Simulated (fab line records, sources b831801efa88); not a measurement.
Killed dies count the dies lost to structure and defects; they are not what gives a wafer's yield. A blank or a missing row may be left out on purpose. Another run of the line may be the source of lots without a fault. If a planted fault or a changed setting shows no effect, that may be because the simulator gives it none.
8D (eight disciplines) problem report, filled in by code ; flow sky130 ; the parts of the form that need people (team, actions taken, sign-off) are left out

1. THE ISSUE
Wafers free of any fault read 180.5 nm (standard deviation 1.4) for POLY_GATE_CVD_00_THK at SKY_POLY_GATE_THK_MEAS_01, against a mean of 148.3 nm on 6 wafers of 2 lots. That puts it -23 standard deviations away from the usual mean.
First observed at day 15 19:43: wafer L475.1, on film metro-02. Wafers with a number at this step in the record: 33, from 11 lots. Rule for "out", or "out of limits": more than 4 standard deviations from the usual mean. The rest of the wafers with a number are treated as sound.

2. WHAT THIS IS AND IS NOT
question;is;is not
which readings at this step;POLY_GATE_CVD_00_THK;-
which lots;L475, L476;L469, L471, L474, L485, L487, L489, L490, L491, L492
which wafers of those lots;all that have a number;-
read on which gauges;film metro-01, film metro-02;film metro-03
when;from day 15 19:43;"up to then (9 sound wafers); but 18 sound wafers of L485, L487, L489, L490, L491, L492 came after"

3. WHAT RULES OUT EACH SUSPECT
Counting: any tool at a process step up to the reading is kept as a suspect provided that every lot that is out went through it and no sound lot did after the first of them.
- the gauge at SKY_POLY_GATE_THK_MEAS_01 has been ruled out. Those wafers that are out were read across 2 gauges (film metro-01, film metro-02).
- lpcvd-01 at SKY_POLY_GATE_CVD_00 (deposits poly-Si, target thk 180 nm, time 720 s): ruled out as a lasting fault. Following L475 (day 15 18:31), the first lot on it that is out, the sound lots L485, L487, L489, L490, L491, L492 were run on it.
Left after counting: nothing in the record.

4. THE CAUSE (what the simulator had put in)
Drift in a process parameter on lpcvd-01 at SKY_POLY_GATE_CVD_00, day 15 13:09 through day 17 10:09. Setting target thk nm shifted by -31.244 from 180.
It was ruled out by counting, in error; the rule expects a fault to strike all lots run on its tool from its start on, and this fault did not.

5. SEQUENCE OF EFFECTS, ordered by route
Rows list readings where the struck wafers' mean (over those with a number) sits beyond 3 standard deviations from the usual. Only readings whose record carries a usual standard deviation are examined. hours: median over the lots of the time between each lot's start at the first step of this table that gives one and its start at this step. sigmas: the change, counted in usual standard deviations.
hours;step;reading;usual;on struck wafers;change;sigmas
0;SKY_POLY_GATE_THK_MEAS_01;POLY_GATE_CVD_00_THK;180.5 nm;148.3;-32.2;-23
59;SKY_POLY_GATE_ETCH_17;oes product au;0.988 a.u.;0.869;-0.119;-15
Here are the process steps it includes:
- SKY_POLY_GATE_ETCH_17: etches poly-Si in HBr/Cl2, stops on SiO2, target depth 180 nm, time 70.5 s.

6. WHAT WOULD HAVE CAUGHT IT SOONER
The first out-of-limits reading at a measuring or inspecting step in this record came at day 15 19:43, 7 hours after the fault's start at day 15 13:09.
No tool reading at SKY_POLY_GATE_CVD_00 that has a usual standard deviation in the record was out on any struck wafer, so an alarm limit of 4 standard deviations on those readings would not have fired.
